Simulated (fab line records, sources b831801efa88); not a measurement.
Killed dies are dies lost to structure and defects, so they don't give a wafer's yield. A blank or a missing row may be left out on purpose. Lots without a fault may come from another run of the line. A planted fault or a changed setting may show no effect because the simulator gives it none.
Which tool did it? | flow gf180mcu | 6 lots, 18 wafers sampled, at 2 steps of a route of 602

WHAT THE GAUGES READ, wafer by wafer
GF_V3_THK_MEAS_01.
lot  | measured     | on            | V3_CVD_00_THK (nm)
L725 | day 22 22:50 | film_metro-01 | 596 590 599
L730 | day 24 10:33 | film_metro-03 | 602 602 593
L735 | day 26 04:26 | film_metro-01 | 598 600 598
L740 | day 27 11:10 | film_metro-03 | 611 602 306
L743 | day 28 02:35 | film_metro-01 | 594 597 595
L747 | day 29 11:09 | film_metro-02 | 599 600 597

WHICH TOOL RAN EACH LOT (tool, then ch and the chambers of the sampled wafers, then the start)
lot  | GF_V3_CVD_00
L725 | hdpcvd-01 ch 0,1,2, day 22 22:46
L730 | hdpcvd-01 ch 0,1, day 24 10:28
L735 | hdpcvd-02 ch 0,1, day 26 04:22
L740 | hdpcvd-02 ch 0,1,2, day 27 11:06
L743 | hdpcvd-01 ch 0,1,2, day 28 02:31
L747 | hdpcvd-01 ch 0,1,2, day 29 11:04
- GF_V3_CVD_00: deposits SiO2, target thk 600 nm, time 100 s.

THE ANSWER, worked out from the rows above alone
Rule: what is usual is taken from the lots themselves. Put in order of their means at a reading, lots are off if they are a third of the lots or fewer, leave a main group of 4 or more, and stand apart from it by a gap of 3 or more times the standard deviation of the main group's means; of several such gaps the widest counts. A main group whose means are all the same, to the digits that the tables above print for the reading, isn't used. A lot without any number at a reading at which 4 lots or more have one is off too. The other lots that the step has rows for count as sound.
Off: L740, at GF_V3_THK_MEAS_01 (V3_CVD_00_THK). The main group: mean 597 nm, standard deviation 1.8.
A tool fits if, at a process step before that reading, it ran every lot that is off, and no sound lot after the first of them. The gauges at GF_V3_THK_MEAS_01 are tried like those tools. Can't be told from this: 2 tools fit, hdpcvd-02 at GF_V3_CVD_00, film_metro-03 at GF_V3_THK_MEAS_01.

WHAT THE SIMULATOR HAD PUT IN
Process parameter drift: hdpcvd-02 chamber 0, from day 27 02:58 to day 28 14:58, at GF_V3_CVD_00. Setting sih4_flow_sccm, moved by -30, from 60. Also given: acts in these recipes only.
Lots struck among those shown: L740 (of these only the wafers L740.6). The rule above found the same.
